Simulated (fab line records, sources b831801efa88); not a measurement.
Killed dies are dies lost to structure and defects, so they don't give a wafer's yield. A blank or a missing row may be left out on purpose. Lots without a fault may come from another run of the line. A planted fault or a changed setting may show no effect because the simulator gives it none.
Problem report in the 8D (eight disciplines) form, filled by code | flow gf180mcu | the parts of the form that need people (team, actions taken, sign-off) are left out

1. THE PROBLEM
V3_CVD_02_THK at GF_V3_THK_MEAS_03 reads a mean of 1408 nm on 2 wafers of 2 lots; wafers without a fault read 848 nm with a standard deviation of 11. That is +51 standard deviations from the usual mean.
First seen on wafer L307.2, day 24 16:57, on film_metro-04. The record holds 36 wafers of 12 lots with a number at this step. Rule for "out", or "out of limits": more than 4 standard deviations from the usual mean. The other wafers with a number count as sound.

2. WHAT IT IS AND WHAT IT IS NOT
question                    | is                           | is not
which readings at this step | V3_CVD_02_THK                | -
which lots                  | L307, L309                   | L300, L302, L303, L304, L306, L318, L319, L320, L321, L323
which wafers of those lots  | L307.2, L309.5               | L307.1, L307.3, L309.2, L309.3
read on which gauges        | film_metro-01, film_metro-04 | film_metro-03
when                        | from day 24 16:57            | up to then (17 sound wafers); but 17 sound wafers of L309, L318, L319, L320, L321, L323 came after

3. SUSPECTS, AND WHAT RULES EACH OUT
Counting: a tool at a process step up to the reading stays a suspect if it ran every lot that is out. Sound lots after the first of them don't rule it out here, since some wafers of a struck lot are sound.
- the gauge at GF_V3_THK_MEAS_03: ruled out. The wafers that are out were read on 2 gauges (film_metro-01, film_metro-04).
- pecvd-02 at GF_V3_CVD_02 (deposits SiO2 from TEOS, target thk 850 nm, time 94.851 s): kept. It ran every lot that is out, first L307 (day 24 16:53); its last sound lot up to then is L306 (day 24 09:28).
- Within pecvd-02 at GF_V3_CVD_02: the wafers that are out ran in chamber 2; their sound lot-mates ran in chambers 0, 1.
Left after counting: pecvd-02 at GF_V3_CVD_02.

4. THE CAUSE (what the simulator had put in)
Process parameter drift: pecvd-02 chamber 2, from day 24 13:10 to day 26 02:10, at GF_V3_CVD_02. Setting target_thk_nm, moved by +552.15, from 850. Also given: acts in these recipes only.
Counting left only this tool.

5. THE CHAIN OF EFFECTS, in route order
Each row: a reading whose mean over the struck wafers that have a number lies more than 3 standard deviations from the usual. Only readings for which the record gives a usual standard deviation are gone through. hours: the time from each lot's start at the first step in this table that gives one to its start at this step, as a median over the lots. sigmas: the change in usual standard deviations.
hours | step              | reading            | usual  | on struck wafers | change | sigmas
0     | GF_V3_THK_MEAS_03 | V3_CVD_02_THK      | 848 nm | 1408             | +560   | +51
0     | GF_V3_CMP_04      | time_to_endpoint_s | 80 s   | 294              | +214   | +38
The process steps in it:
- GF_V3_CMP_04: polishes SiO2.
Later measuring or inspecting steps at which every struck wafer that the step has a row for has a number for every such reading, and none has moved that far: GF_V3_CD_MEAS_14, GF_V3_OVL_MEAS_15.

6. WHAT WOULD HAVE CAUGHT IT SOONER
In this record the first reading out of limits at a measuring or inspecting step was taken at day 24 16:57, 4 hours after the fault began at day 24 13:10.
Of the tool readings at GF_V3_CVD_02 for which the record gives a usual standard deviation, none was out on any struck wafer, so an alarm limit of 4 standard deviations on them would not have fired.
Of the lots that are out (2), L309 began GF_V3_CVD_02 on pecvd-02 after day 24 16:57. A hold on the tool at that time would have spared it.
